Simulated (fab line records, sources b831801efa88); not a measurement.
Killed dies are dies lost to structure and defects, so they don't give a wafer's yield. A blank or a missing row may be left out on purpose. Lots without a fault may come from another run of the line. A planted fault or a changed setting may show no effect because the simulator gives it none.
fab line records | flow sky130
record lots=6 wafers=18 last_day=51
route steps=708 shown SD_P@327 RES_XHIGH@332 SD_N@342 SALICIDE@361 PAD_OPEN@708
lots that met no fault: from a run of the same line without faults
start_h: hours from the record's first day to the start of the lot's first wafer shown | wait_h: hours since the lot's step before | " the same as in the row above | L1.1+2: a row that stands for several wafers | - no value, or no start given | * or withheld: withheld | < > ~ a bound
route shown NAME@n: a module of which the file shows steps, and the number in the route of the first | usual: mean/standard deviation of fault-free wafers | same: alike in all rows | chamber/n: place in a boat | sites: the reading at each site | _std_site: their standard deviation | _edge_site: outer sites' mean less inner sites' | radius_mm: how far each site lies from the wafer's centre | mask NAME#n: copy n | behind: the tool/chamber that last shaped the wafer | hold: why the lot was held/for how many hours/how that ended | device: the transistor (n, p or np) that didn't switch | end of line: the same wafers' tests at the end of the route | a step without rows: its recipe alone | killed: dies lost to structure and defects at the first sort, not the wafer's yield | map: a wafer's dies, x killed, . not, _ none there
set.NAME: the setting as run; set.NAME@STEP: as run at that earlier step | model.NAME: the simulator's own value behind a step, which no gauge read
lots at some steps of the route; a table a step, a row a wafer
services: from which hour (start_h, from the record's first day; less than 0 if before it) a tool's chamber was out of use, for how many hours, and why
## steps
# step SKY_SD_P_CD_MEAS_07
# recipe target_cd_nm=380
# usual cd_nm=379.2/2.6
# columns lot.wafer tool chamber start_h wait_h cd_nm
L681.1 cd_sem-02 - 621.19 0.1 380.7
L681.4 " - " " 378.9
L681.6 " - " " 380.2
L697.1 cd_sem-02 - 732.04 0.1 376.0
L697.2 " - " " 379.2
L697.6 " - " " 377.8
L698.1 cd_sem-02 - 742.54 0.1 378.0
L698.3 " - " " 377.9
L698.5 " - " " 378.2
L699.1 cd_sem-01 - 753.42 0.1 378.4
L699.2 " - " " 378.4
L699.4 " - " " 378.3
L702.2 cd_sem-01 - 800.96 0.1 378.3
L702.4 " - " " 375.3
L702.5 " - " " 376.7
L701.1 cd_sem-02 - 804.04 0.1 375.7
L701.5 " - " " 374.0
L701.6 " - " " 375.8
# step SKY_SD_P_OVL_MEAS_08
# usual SD_P_OVL=-0.5/1.3
# columns lot.wafer tool chamber start_h wait_h SD_P_OVL[nm]
L681.1 overlay-02 - 621.31 0.1 0.1
L681.4 " - " " -1.2
L681.6 " - " " 0.0
L697.1 overlay-02 - 732.16 0.1 -0.2
L697.2 " - " " 1.0
L697.6 " - " " -0.7
L698.1 overlay-02 - 742.66 0.1 -1.1
L698.3 " - " " -1.7
L698.5 " - " " -1.2
L699.1 overlay-02 - 753.54 0.1 -0.5
L699.2 " - " " -1.8
L699.4 " - " " -0.2
L702.2 overlay-01 - 801.06 0.1 -0.1
L702.4 " - " " -1.4
L702.5 " - " " 0.1
L701.1 overlay-02 - 804.16 0.1 0.0
L701.5 " - " " -0.4
L701.6 " - " " 0.1
# step SKY_SD_P_IMPLANT_09
# recipe species=BF2 energy_kev=20 dose_cm2=3e+15 tilt_deg=0
# step SKY_SD_P_STRIP_10
# recipe chemistry=O2/N2 power_w=1400 pressure_mtorr=1500 platen_temp_c=withheld o2_flow_sccm=3000 n2_flow_sccm=300 overash_fraction=0.5
# usual chamber_pressure_mTorr=1500/4.5 drypump_motor_current_A=6.0/0.42 n2_flow_sccm=300.1/0.88 oes_product_au=0.618/0.0046 strip_time_to_endpoint_s=17.50/0.038
# columns lot.wafer tool chamber start_h wait_h chamber_pressure_mTorr drypump_motor_current_A n2_flow_sccm oes_product_au rf_hours_counter_h strip_time_to_endpoint_s
L681.1 plasma_asher-03 0 621.49 0.1 1502 6.5 301.7 0.615 89 17.48
L681.4 " 0 " " 1500 6.6 301.0 0.621 - 17.53
L681.6 " 1 " " 1500 5.5 300.2 0.615 - 17.47
L697.1 plasma_asher-04 0 732.34 0.1 1500 6.4 300.0 0.614 92 17.44
L697.2 " 1 " " 1500 5.8 299.4 0.616 92 17.47
L697.6 " 1 " " 1500 5.8 298.4 0.621 - 17.49
L698.1 plasma_asher-03 1 742.84 0.1 1502 5.5 300.3 0.617 0 17.50
L698.3 " 0 " " 1500 6.6 299.6 0.612 - 17.49
L698.5 " 1 " " 1499 5.5 299.1 0.624 - 17.48
L699.1 plasma_asher-03 0 753.72 0.1 1500 6.6 299.3 0.620 1 17.54
L699.2 " 1 " " 1500 5.5 300.4 0.613 1 17.49
L699.4 " 0 " " 1499 6.6 299.2 0.615 - 17.54
L702.2 plasma_asher-03 0 801.24 0.1 1501 6.6 300.1 0.619 5 17.48
L702.4 " 1 " " 1502 5.5 300.1 0.611 - 17.51
L702.5 " 0 " " 1501 6.6 300.9 0.618 - 17.46
L701.1 plasma_asher-03 0 804.34 0.1 1501 6.6 300.4 0.622 6 17.54
L701.5 " 1 " " 1498 5.5 301.7 0.620 - 17.53
L701.6 " 0 " " 1502 6.6 300.0 0.621 - 17.55
# step SKY_SD_P_TW_MEAS_11
# usual SD_P_TW=2815/38
# columns lot.wafer tool chamber start_h wait_h SD_P_TW
L681.1 film_metro-04 - 621.59 0.1 2807
L681.4 " - " " 2800
L681.6 " - " " 2817
L697.1 film_metro-04 - 732.44 0.1 2776
L697.2 " - " " 2784
L697.6 " - " " 2789
L698.1 film_metro-04 - 742.94 0.1 2793
L698.3 " - " " 2803
L698.5 " - " " 2792
L699.1 film_metro-02 - 753.82 0.1 2873
L699.2 " - " " 2851
L699.4 " - " " 2863
L702.2 film_metro-03 - 801.35 0.1 2786
L702.4 " - " " 2770
L702.5 " - " " 2787
L701.1 film_metro-04 - 804.44 0.1 2782
L701.5 " - " " 2786
L701.6 " - " " 2784
# step SKY_RES_XHIGH_DEHYDRATE_00
# recipe temp_c=200 time_s=60
# step SKY_RES_XHIGH_HMDS_01
# recipe prime_time_s=60 prime_temp_c=120
# step SKY_RES_XHIGH_COAT_02
# recipe resist=NOVOLAK spin_rpm=3000 resist_thk_nm=1140
# step SKY_RES_XHIGH_SOFTBAKE_03
# recipe temp_c=90 time_s=60 resist=NOVOLAK
# step SKY_RES_XHIGH_EXPOSE_04
# recipe mask_id=URPM na=0.6 source_shape=conventional sigma_outer=0.6 polarization=unpolarized target_cd_nm=1270 dose_mj=140
# step SKY_RES_XHIGH_PEB_05
# recipe temp_c=withheld time_s=* resist=NOVOLAK
# step SKY_RES_XHIGH_DEVELOP_06
# recipe resist=NOVOLAK developer=TMAH develop_time_s=60 dev_temp_c=23
# step SKY_RES_XHIGH_IMPLANT_07
# recipe species=BF2 energy_kev=20.2 dose_cm2=3.6e+14 tilt_deg=0
# usual beam_on_s=34.9/1.9 dose_ions_cm2=3.6e+14/4.3e+11 faraday_current_uA=582/28
# columns lot.wafer tool chamber start_h wait_h beam_on_s dose_ions_cm2 faraday_current_uA
L681.1 implanter-01 0 649.59 0.1 34.9 3.601e+14 580
L681.4 " 0 " " 35.2 3.6e+14 578
L681.6 " 0 " " 34.6 3.598e+14 592
L697.1 implanter-02 0 758.43 0.1 34.5 3.602e+14 588
L697.2 " 0 " " 33.4 3.597e+14 606
L697.6 " 0 " " 35.2 3.598e+14 580
L698.1 implanter-02 0 769.48 0.1 16.5 1.785e+14 609
L698.3 " 0 " " 16.6 1.786e+14 605
L698.5 " 0 " " 17.1 1.785e+14 587
L699.1 implanter-02 0 780.69 0.1 16.8 1.781e+14 597
L699.2 " 0 " " 16.4 1.785e+14 611
L699.4 " 0 " " 16.9 1.787e+14 594
L702.2 implanter-01 0 826.74 0.1 34.1 3.612e+14 593
L702.4 " 0 " " 35.8 3.601e+14 566
L702.5 " 0 " " 34.2 3.603e+14 593
L701.1 implanter-01 0 830.64 0.1 34.8 3.591e+14 581
L701.5 " 0 " " 35.0 3.596e+14 580
L701.6 " 0 " " 35.5 3.596e+14 572
# step SKY_RES_XHIGH_STRIP_08
# recipe chemistry=O2/N2 power_w=1400 pressure_mtorr=1500 platen_temp_c=withheld o2_flow_sccm=3000 n2_flow_sccm=300 overash_fraction=0.5
# usual chamber_pressure_mTorr=1499.8/1.4 drypump_motor_current_A=6.0/0.34 n2_flow_sccm=300.1/0.86 oes_product_au=0.710/0.0046 strip_time_to_endpoint_s=14.27/0.033
# columns lot.wafer tool chamber start_h wait_h chamber_pressure_mTorr drypump_motor_current_A n2_flow_sccm oes_product_au rf_hours_counter_h strip_time_to_endpoint_s
L681.1 plasma_asher-02 0 649.74 0.1 1497.3 6.3 299.0 0.708 53 14.20
L681.4 " 0 " " 1499.2 6.3 300.1 0.710 - 14.25
L681.6 " 1 " " 1500.0 5.8 298.6 0.707 - 14.29
L697.1 plasma_asher-03 0 758.58 0.1 1499.3 6.5 299.8 0.710 2 14.27
L697.2 " 1 " " 1501.2 5.5 299.9 0.706 2 14.27
L697.6 " 0 " " 1497.7 6.6 300.4 0.716 - 14.30
L698.1 plasma_asher-03 0 769.63 0.1 1500.6 6.6 299.0 0.718 2 14.18
L698.3 " 0 " " 1500.3 6.6 299.8 0.710 - 14.16
L698.5 " 1 " " 1501.8 5.4 298.9 0.707 - 14.21
L699.1 plasma_asher-02 0 780.84 0.1 1500.8 6.4 299.5 0.713 67 14.18
L699.2 " 1 " " 1497.9 5.8 301.4 0.710 67 14.20
L699.4 " 0 " " 1498.7 6.3 299.8 0.710 - 14.21
L702.2 plasma_asher-01 1 826.87 0.1 1498.3 6.0 300.5 0.710 37 14.30
L702.4 " 0 " " 1498.4 5.8 300.9 0.710 - 14.28
L702.5 " 0 " " 1498.7 5.8 298.6 0.710 - 14.28
L701.1 plasma_asher-02 0 830.79 0.1 1498.9 6.3 301.3 0.700 72 14.26
L701.5 " 1 " " 1500.1 5.8 300.2 0.713 - 14.27
L701.6 " 0 " " 1501.1 6.3 299.9 0.711 - 14.27
# step SKY_RES_XHIGH_TW_MEAS_09
# usual RES_XHIGH_TW=1633/20
# columns lot.wafer tool chamber start_h wait_h RES_XHIGH_TW
L681.1 film_metro-03 - 649.84 0.1 1606
L681.4 " - " " 1612
L681.6 " - " " 1615
L697.1 film_metro-02 - 758.68 0.1 1662
L697.2 " - " " 1659
L697.6 " - " " 1654
L698.1 film_metro-02 - 769.73 0.1 1327
L698.3 " - " " 1332
L698.5 " - " " 1336
L699.1 film_metro-04 - 780.94 0.1 1301
L699.2 " - " " 1299
L699.4 " - " " 1303
L702.2 film_metro-04 - 826.98 0.1 1619
L702.4 " - " " 1634
L702.5 " - " " 1618
L701.1 film_metro-03 - 830.89 0.1 1617
L701.5 " - " " 1618
L701.6 " - " " 1616
# step SKY_SD_N_DEHYDRATE_00
# recipe temp_c=200 time_s=60
# step SKY_SD_N_HMDS_01
# recipe prime_time_s=60 prime_temp_c=120
# step SKY_SD_N_COAT_02
# recipe resist=NOVOLAK spin_rpm=3000 resist_thk_nm=1140
# step SKY_SD_N_SOFTBAKE_03
# recipe temp_c=90 time_s=60 resist=NOVOLAK
# step SKY_SD_N_EXPOSE_04
# recipe mask_id=NSDM na=0.6 source_shape=conventional sigma_outer=0.6 polarization=unpolarized target_cd_nm=380 dose_mj=141
# step SKY_SD_N_PEB_05
# recipe temp_c=withheld time_s=* resist=NOVOLAK
# step SKY_SD_N_DEVELOP_06
# recipe resist=NOVOLAK developer=TMAH develop_time_s=60 dev_temp_c=23
# step SKY_SD_N_CD_MEAS_07
# recipe target_cd_nm=380
# usual cd_nm=380.2/2.1
# columns lot.wafer tool chamber start_h wait_h cd_nm
L681.1 cd_sem-01 - 677.78 0.1 380.2
L681.4 " - " " 378.2
L681.6 " - " " 378.4
L697.1 cd_sem-02 - 785.33 0.1 378.7
L697.2 " - " " 377.4
L697.6 " - " " 375.5
L698.1 cd_sem-01 - 795.97 0.1 381.8
L698.3 " - " " 381.1
L698.5 " - " " 380.9
L699.1 cd_sem-01 - 806.89 0.1 379.7
L699.2 " - " " 377.4
L699.4 " - " " 377.9
L702.2 cd_sem-01 - 852.84 0.1 377.7
L702.4 " - " " 381.7
L702.5 " - " " 380.6
L701.1 cd_sem-02 - 856.34 0.1 378.6
L701.5 " - " " 376.9
L701.6 " - " " 376.3
# step SKY_SD_N_OVL_MEAS_08
# usual SD_N_OVL=1.9/1.3
# columns lot.wafer tool chamber start_h wait_h SD_N_OVL[nm]
L681.1 overlay-02 - 677.90 0.1 2.5
L681.4 " - " " 0.9
L681.6 " - " " -0.4
L697.1 overlay-01 - 785.45 0.1 1.9
L697.2 " - " " 3.0
L697.6 " - " " 2.2
L698.1 overlay-02 - 796.09 0.1 1.8
L698.3 " - " " 1.2
L698.5 " - " " 0.5
L699.1 overlay-02 - 807.01 0.1 1.8
L699.2 " - " " 2.0
L699.4 " - " " 1.9
L702.2 overlay-01 - 852.94 0.1 1.3
L702.4 " - " " 3.7
L702.5 " - " " 2.6
L701.1 overlay-01 - 856.46 0.1 3.0
L701.5 " - " " 3.5
L701.6 " - " " 1.6
# step SKY_SD_N_IMPLANT_09
# recipe species=As energy_kev=50 dose_cm2=4e+15 tilt_deg=0
# step SKY_SD_N_IMPLANT_10
# recipe species=P energy_kev=20 dose_cm2=1e+14 tilt_deg=0
# step SKY_SD_N_STRIP_11
# recipe chemistry=O2/N2 power_w=1400 pressure_mtorr=1500 platen_temp_c=withheld o2_flow_sccm=3000 n2_flow_sccm=300 overash_fraction=0.5
# usual chamber_pressure_mTorr=1500.0/1.2 drypump_motor_current_A=6.03/0.25 n2_flow_sccm=299.9/0.82 oes_product_au=0.527/0.0045 strip_time_to_endpoint_s=22.53/0.042
# columns lot.wafer tool chamber start_h wait_h chamber_pressure_mTorr drypump_motor_current_A n2_flow_sccm oes_product_au rf_hours_counter_h strip_time_to_endpoint_s
L681.1 plasma_asher-04 1 678.27 0.1 1501.8 5.82 299.6 0.524 86 22.59
L681.4 " 1 " " 1500.9 5.79 298.8 0.523 - 22.55
L681.6 " 1 " " 1500.4 5.77 298.7 0.528 - 22.60
L697.1 plasma_asher-02 0 785.79 0.1 1500.0 6.33 298.6 0.521 68 22.48
L697.2 " 1 " " 1502.1 5.82 299.7 0.532 68 22.49
L697.6 " 1 " " 1500.8 5.80 300.2 0.527 - 22.46
L698.1 plasma_asher-01 0 796.42 0.1 1500.6 5.79 300.9 0.528 33 22.52
L698.3 " 1 " " 1497.2 5.97 300.4 0.525 - 22.54
L698.5 " 1 " " 1500.4 6.00 299.8 0.527 - 22.56
L699.1 plasma_asher-01 1 807.34 0.1 1500.2 5.98 300.8 0.523 35 22.54
L699.2 " 0 " " 1500.5 5.81 300.0 0.524 35 22.55
L699.4 " 1 " " 1502.3 6.00 300.4 0.526 - 22.55
L702.2 plasma_asher-01 0 853.27 0.1 1497.9 5.80 299.7 0.527 39 22.50
L702.4 " 1 " " 1500.3 6.00 300.4 0.520 - 22.53
L702.5 " 0 " " 1499.2 5.80 298.9 0.530 - 22.47
L701.1 plasma_asher-02 1 856.79 0.1 1500.0 5.81 300.5 0.526 75 22.52
L701.5 " 1 " " 1498.7 5.80 300.1 0.531 - 22.52
L701.6 " 0 " " 1499.2 6.33 298.1 0.528 - 22.48
# step SKY_SD_N_TW_MEAS_12
# usual SD_N_TW=3964/45
# columns lot.wafer tool chamber start_h wait_h SD_N_TW
L681.1 film_metro-02 - 678.37 0.1 4006
L681.4 " - " " 4018
L681.6 " - " " 4023
L697.1 film_metro-02 - 785.89 0.1 3996
L697.2 " - " " 4002
L697.6 " - " " 4012
L698.1 film_metro-04 - 796.52 0.1 3922
L698.3 " - " " 3893
L698.5 " - " " 3895
L699.1 film_metro-02 - 807.44 0.1 4027
L699.2 " - " " 4027
L699.4 " - " " 4023
L702.2 film_metro-03 - 853.38 0.1 3930
L702.4 " - " " 3942
L702.5 " - " " 3922
L701.1 film_metro-04 - 856.89 0.1 3936
L701.5 " - " " 3934
L701.6 " - " " 3963
# step SKY_SD_N_CLEAN_13
# recipe chemistry=SC1/SC2 mix=1:4:20 temp_c=70 time_s=150 dry=n2_spin
# step SKY_SD_N_RTA_14
# recipe temp_c=1075 time_s=2 idle_temp_c=650 ramp_up_c_per_s=150 ramp_down_c_per_s=90 ambient=N2
# usual chamber_o2_ppm=2.001/0.021 lamp_power_pct=15.74/0.052 wafer_temp_C_max=1078.1/1.2
# columns lot.wafer tool chamber start_h wait_h chamber_o2_ppm lamp_power_pct wafer_temp_C_max
L681.1 rtp_anneal-01 0 678.49 0.0 1.986 15.72 1077.5
L681.4 " 0 " " 1.999 15.77 1078.4
L681.6 " 0 " " 1.979 15.74 1079.5
L697.1 rtp_anneal-02 0 786.00 0.0 2.034 15.76 1078.7
L697.2 " 0 " " 2.027 15.74 1078.0
L697.6 " 0 " " 2.013 15.77 1079.1
L698.1 rtp_anneal-01 0 796.63 0.0 1.968 15.80 1076.0
L698.3 " 0 " " 2.000 15.60 1078.4
L698.5 " 0 " " 2.014 15.71 1077.5
L699.1 rtp_anneal-01 0 807.55 0.0 1.988 15.67 1076.7
L699.2 " 0 " " 2.006 15.72 1077.6
L699.4 " 0 " " 1.991 15.76 1078.3
L702.2 rtp_anneal-02 0 853.49 0.0 1.973 15.76 1077.0
L702.4 " 0 " " 1.993 15.79 1076.1
L702.5 " 0 " " 2.009 15.79 1079.7
L701.1 rtp_anneal-02 0 857.00 0.0 1.982 15.66 1079.2
L701.5 " 0 " " 2.014 15.74 1078.5
L701.6 " 0 " " 1.999 15.73 1078.1
# step SKY_SD_N_RS_MEAS_16
# recipe thk_meas_gauge=four-point-probe
# usual SD_N_RS=68.59/0.12
# columns lot.wafer tool chamber start_h wait_h SD_N_RS[ohm/sq]
L681.1 film_metro-04 - 678.66 0.1 68.83
L681.4 " - " " 68.75
L681.6 " - " " 68.80
L697.1 film_metro-04 - 786.18 0.1 68.63
L697.2 " - " " 68.71
L697.6 " - " " 68.75
L698.1 film_metro-02 - 796.81 0.1 68.50
L698.3 " - " " 68.58
L698.5 " - " " 68.62
L699.1 film_metro-02 - 807.73 0.1 68.55
L699.2 " - " " 68.51
L699.4 " - " " 68.44
L702.2 film_metro-03 - 853.68 0.1 68.50
L702.4 " - " " 68.54
L702.5 " - " " 68.47
L701.1 film_metro-02 - 857.18 0.1 68.54
L701.5 " - " " 68.63
L701.6 " - " " 68.68
# step SKY_SD_N_RS_MEAS_17
# recipe thk_meas_gauge=four-point-probe
# usual SD_P_RS=147.1/0.4
# columns lot.wafer tool chamber start_h wait_h SD_P_RS[ohm/sq]
L681.1 film_metro-04 - 678.78 0.1 148.0
L681.4 " - " " 147.4
L681.6 " - " " 147.6
L697.1 film_metro-04 - 786.30 0.1 147.2
L697.2 " - " " 147.1
L697.6 " - " " 147.5
L698.1 film_metro-02 - 796.93 0.1 146.6
L698.3 " - " " 146.8
L698.5 " - " " 146.8
L699.1 film_metro-02 - 807.85 0.1 147.0
L699.2 " - " " 146.8
L699.4 " - " " 146.6
L702.2 film_metro-03 - 853.80 0.1 147.1
L702.4 " - " " 146.5
L702.5 " - " " 147.1
L701.1 film_metro-02 - 857.30 0.1 147.5
L701.5 " - " " 147.3
L701.6 " - " " 147.6
# step SKY_SD_N_RS_MEAS_18
# recipe thk_meas_gauge=four-point-probe
# usual RES_XHIGH_RS=333.1/1.2
# columns lot.wafer tool chamber start_h wait_h RES_XHIGH_RS[ohm/sq]
L681.1 film_metro-04 - 678.90 0.1 335.7
L681.4 " - " " 335.1
L681.6 " - " " 334.0
L697.1 film_metro-04 - 786.42 0.1 333.8
L697.2 " - " " 334.0
L697.6 " - " " 335.0
L698.1 film_metro-02 - 797.05 0.1 591.6
L698.3 " - " " 588.5
L698.5 " - " " 587.5
L699.1 film_metro-02 - 807.97 0.1 593.5
L699.2 " - " " 593.6
L699.4 " - " " 592.9
L702.2 film_metro-03 - 853.92 0.1 332.2
L702.4 " - " " 332.1
L702.5 " - " " 332.7
L701.1 film_metro-02 - 857.42 0.1 332.9
L701.5 " - " " 331.6
L701.6 " - " " 332.9
# step SKY_SALICIDE_CLEAN_00
# recipe chemistry=HF-last time_s=30 dilution=100:1 dry=ipa_marangoni
# step SKY_PAD_OPEN_PROBE_99
# usual killed_at_M0_to_M3=43/6.8 killed_at_M4_up=3.1/1.8 killed_at_contacts=25/5.8 killed_at_front_end=15/4.2 killed_at_other=0.3/0.5 killed_dies=87/9.7 killed_open=47/7.3 killed_short=39/6.6
# same gross_dies=492 killed_at_back_side=0
# columns lot.wafer tool chamber start_h wait_h killed_at_M0_to_M3 killed_at_M4_up killed_at_contacts killed_at_front_end killed_at_other killed_dies killed_open killed_short model.etest.res_xhigh_po.line_ohm_um model.etest.res_xhigh_po.rs_ohm_sq model.etest.res_xhigh_po.rs_ohm_sq_range model.etest.res_xhigh_po.rs_ohm_sq_rim_less_centre
L681.1 prober-02 - 1101.05 0.1 37 1 39 28 0 105 52 53 5668 2019 180.2 158.1
L681.4 prober-02 - 1101.20 0.2 40 5 18 12 1 76 37 39 5627 1986 162.7 151.5
L681.6 prober-02 - 1101.30 0.2 44 1 25 21 0 91 51 40 5780 2024 189.7 162
L697.1 prober-01 - 1175.64 0.1 48 2 35 19 0 104 55 49 5654 1954 50.14 3.184
L697.2 prober-01 - 1175.69 0.1 46 1 24 15 1 87 40 47 5629 1950 54.41 -4.065
L697.6 prober-01 - 1175.89 0.2 36 3 45 15 0 99 46 53 5777 1985 55.19 -17.45
L698.1 prober-02 - 1181.86 0.1 41 1 21 9 1 73 39 34 3.05e+04 1.085e+04 442.9 150.1
L698.3 prober-02 - 1181.96 0.2 47 2 33 10 1 93 49 44 3.003e+04 1.066e+04 676.2 120.1
L698.5 prober-02 - 1182.06 0.2 28 3 25 18 0 74 37 37 2.867e+04 1.014e+04 255.3 78.27
L699.1 prober-02 - 1189.90 0.1 46 3 27 10 0 86 54 32 3.216e+04 1.14e+04 974.8 819.4
L699.2 prober-02 - 1189.95 0.1 54 4 22 18 0 98 48 50 3.221e+04 1.115e+04 854.4 630.6
L699.4 prober-02 - 1190.05 0.2 37 5 19 24 2 87 45 42 3.158e+04 1.117e+04 881.8 629
L702.2 prober-01 - 1214.54 0.1 47 7 20 17 1 92 47 45 5472 1933 43.01 33.88
L702.4 prober-01 - 1214.64 0.2 47 1 28 15 0 91 46 45 5418 1894 46.87 22.98
L702.5 prober-01 - 1214.69 0.2 43 2 23 13 0 81 47 34 5298 1828 44.98 41.36
L701.1 prober-02 - 1216.91 0.1 63 5 15 13 0 96 55 40 5655 1990 109.5 -91.28
L701.5 prober-02 - 1217.11 0.2 52 4 21 12 1 90 36 51 5530 1894 105.8 -92.35
L701.6 prober-02 - 1217.16 0.2 49 6 35 17 0 107 48 59 5600 1948 112 -88.22
# killed by level:class
L681.1 CONTACT:geometric_particle:open=13 LOCAL_INTERCONNECT:geometric_particle:short=8 CONTACT:geometric_particle:short=8 LI_CONTACT:geometric_particle:open=7 FIELD_ISO:geometric_particle:short=6 POLY_GATE:geometric_particle:open=6 METAL1:geometric_particle:short=6 METAL2:geometric_particle:short=5
L681.4 VIA3:geometric_particle:open=12 LI_CONTACT:geometric_particle:open=5 LOCAL_INTERCONNECT:geometric_particle:short=5 VIA3:geometric_particle:short=5 VIA2:geometric_particle:open=5 METAL4:geometric_particle:short=5 POLY_GATE:geometric_particle:open=4 METAL3:geometric_particle:short=4
L681.6 CONTACT:geometric_particle:open=14 VIA1:geometric_particle:open=8 VIA3:geometric_particle:open=8 FIELD_ISO:geometric_particle:open=7 METAL2:geometric_particle:short=6 POLY_GATE:geometric_particle:short=4 METAL1:geometric_particle:short=4 CONTACT:geometric_particle:short=4
L697.1 LI_CONTACT:geometric_particle:open=10 CONTACT:geometric_particle:short=9 CONTACT:geometric_particle:open=9 VIA2:geometric_particle:open=9 VIA1:geometric_particle:open=8 VIA2:geometric_particle:short=6 POLY_GATE:geometric_particle:short=5 METAL2:geometric_particle:short=5
L697.2 VIA1:geometric_particle:open=11 LI_CONTACT:geometric_particle:open=7 METAL1:geometric_particle:short=7 LI_CONTACT:geometric_particle:short=6 LOCAL_INTERCONNECT:geometric_particle:short=6 METAL2:geometric_particle:short=6 FIELD_ISO:geometric_particle:open=5 VIA2:geometric_particle:short=5
L697.6 CONTACT:geometric_particle:open=17 LI_CONTACT:geometric_particle:open=9 METAL2:geometric_particle:short=8 METAL1:geometric_particle:short=7 POLY_GATE:geometric_particle:short=6 LI_CONTACT:geometric_particle:short=6 LOCAL_INTERCONNECT:geometric_particle:short=6 CONTACT:geometric_particle:short=6
L698.1 CONTACT:geometric_particle:open=9 METAL1:geometric_particle:short=6 VIA1:geometric_particle:open=6 VIA2:geometric_particle:open=6 CONTACT:geometric_particle:short=4 VIA1:geometric_particle:short=4 METAL2:geometric_particle:short=4 VIA3:geometric_particle:short=4
L698.3 CONTACT:geometric_particle:open=13 VIA1:geometric_particle:open=11 LI_CONTACT:geometric_particle:open=7 METAL2:geometric_particle:short=6 CONTACT:geometric_particle:short=6 VIA2:geometric_particle:open=6 VIA1:geometric_particle:short=6 LI_CONTACT:geometric_particle:short=5
L698.5 CONTACT:geometric_particle:open=7 LI_CONTACT:geometric_particle:short=5 METAL1:geometric_particle:short=5 VIA2:geometric_particle:open=5 FIELD_ISO:geometric_particle:short=4 POLY_GATE:geometric_particle:open=4 LOCAL_INTERCONNECT:geometric_particle:short=4 LOCAL_INTERCONNECT:geometric_particle:open=4
L699.1 CONTACT:geometric_particle:open=13 VIA1:geometric_particle:open=11 METAL1:geometric_particle:short=9 METAL2:geometric_particle:short=6 VIA3:geometric_particle:open=6 LOCAL_INTERCONNECT:geometric_particle:short=5 FIELD_ISO:geometric_particle:open=4 POLY_GATE:geometric_particle:open=4
L699.2 VIA1:geometric_particle:open=13 METAL2:geometric_particle:short=8 METAL1:geometric_particle:short=8 VIA3:geometric_particle:open=7 LI_CONTACT:geometric_particle:open=6 VIA1:geometric_particle:short=5 POLY_GATE:geometric_particle:open=5 POLY_GATE:geometric_particle:short=5
L699.4 VIA1:geometric_particle:open=10 FIELD_ISO:geometric_particle:short=6 POLY_GATE:geometric_particle:open=6 CONTACT:geometric_particle:open=6 VIA3:geometric_particle:open=6 FIELD_ISO:geometric_particle:open=5 LI_CONTACT:geometric_particle:open=5 CONTACT:geometric_particle:short=5
L702.2 VIA1:geometric_particle:open=14 CONTACT:geometric_particle:open=8 VIA1:geometric_particle:short=7 VIA3:geometric_particle:open=7 METAL4:geometric_particle:short=6 LI_CONTACT:geometric_particle:open=5 CONTACT:geometric_particle:short=5 VIA3:geometric_particle:short=5
L702.4 CONTACT:geometric_particle:open=8 LOCAL_INTERCONNECT:geometric_particle:short=8 VIA1:geometric_particle:open=8 VIA3:geometric_particle:open=7 VIA2:geometric_particle:open=6 FIELD_ISO:geometric_particle:open=5 CONTACT:geometric_particle:short=5 METAL2:geometric_particle:open=5
L702.5 VIA1:geometric_particle:open=11 CONTACT:geometric_particle:open=8 METAL2:geometric_particle:short=6 FIELD_ISO:geometric_particle:open=5 LI_CONTACT:geometric_particle:open=5 LOCAL_INTERCONNECT:geometric_particle:short=5 VIA2:geometric_particle:open=5 VIA1:geometric_particle:short=4
L701.1 VIA3:geometric_particle:open=16 VIA1:geometric_particle:open=11 METAL1:geometric_particle:short=10 VIA2:geometric_particle:open=8 METAL2:geometric_particle:short=7 CONTACT:geometric_particle:open=6 POLY_GATE:geometric_particle:short=4 LI_CONTACT:geometric_particle:open=4
L701.5 VIA1:geometric_particle:open=10 METAL1:geometric_particle:short=9 LI_CONTACT:geometric_particle:open=7 VIA1:geometric_particle:short=6 VIA3:geometric_particle:short=6 CONTACT:geometric_particle:open=5 METAL2:geometric_particle:short=5 VIA2:geometric_particle:short=4
L701.6 LI_CONTACT:geometric_particle:open=12 VIA1:geometric_particle:open=11 METAL1:geometric_particle:short=10 LOCAL_INTERCONNECT:geometric_particle:short=8 CONTACT:geometric_particle:short=7 CONTACT:geometric_particle:open=6 VIA2:geometric_particle:open=6 FIELD_ISO:geometric_particle:short=5
## services
# columns tool chamber start_h hours kind
plasma_asher-03 - 649.88 4.2 repair
implanter-02 - 671.53 18.1 repair
plasma_asher-02 - 688.67 2.8 pm
implanter-01 - 728.49 5.1 repair
plasma_asher-01 - 732.68 15.6 pm
plasma_asher-03 - 733.75 9.0 pm
plasma_asher-03 0 733.75 9.0 vent_cycle
plasma_asher-03 1 733.75 9.0 vent_cycle
implanter-02 - 738.22 1.1 repair
plasma_asher-03 0 742.75 - clean
plasma_asher-03 1 742.75 - clean
plasma_asher-03 - 747.62 4.1 repair
implanter-02 - 754.56 3.3 pm
plasma_asher-01 - 756.93 2.8 pm
rtp_anneal-02 - 758.50 0.8 pm
plasma_asher-04 - 787.98 3.2 repair
rtp_anneal-02 - 788.74 6.7 pm
plasma_asher-04 - 825.93 1.8 repair
## key
first_sign step=SKY_RES_XHIGH_IMPLANT_07 reading=dose_ions_cm2 direction=down sigmas=99+ usual=* struck=*
effect step=SKY_RES_XHIGH_IMPLANT_07 reading=beam_on_s direction=down sigmas=9.6 usual=34.9 struck=16.7
effect step=SKY_RES_XHIGH_TW_MEAS_09 reading=RES_XHIGH_TW direction=down sigmas=16 usual=1633 struck=1316
effect step=SKY_SD_N_RS_MEAS_18 reading=RES_XHIGH_RS direction=up sigmas=99+ usual=333.1 struck=591.3
model_effect step=SKY_PAD_OPEN_PROBE_99 value=etest.res_xhigh_po.line_ohm_um without=5622 struck=3.086e+04
met_at SKY_RES_XHIGH_IMPLANT_07
struck_wafers L698.1,L698.3,L698.5,L699.1,L699.2,L699.4
tester_left_out L698,L699
onset_between 758.43 769.48
fault kind=process_parameter_drift tool=implanter-02 chamber=- onset_h=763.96 steps=SKY_RES_XHIGH_IMPLANT_07 channel=dose_cm2 offset=* shape=step end_h=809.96 acts_in=* stated=*
# tester_left_out: of these lots the tester's yield and bins aren't shown, on N5 and GAA mostly nor the transistor test; their killed dies are dies lost to structure and defects alone, not to doping, threshold or leakage, so they don't give the yield
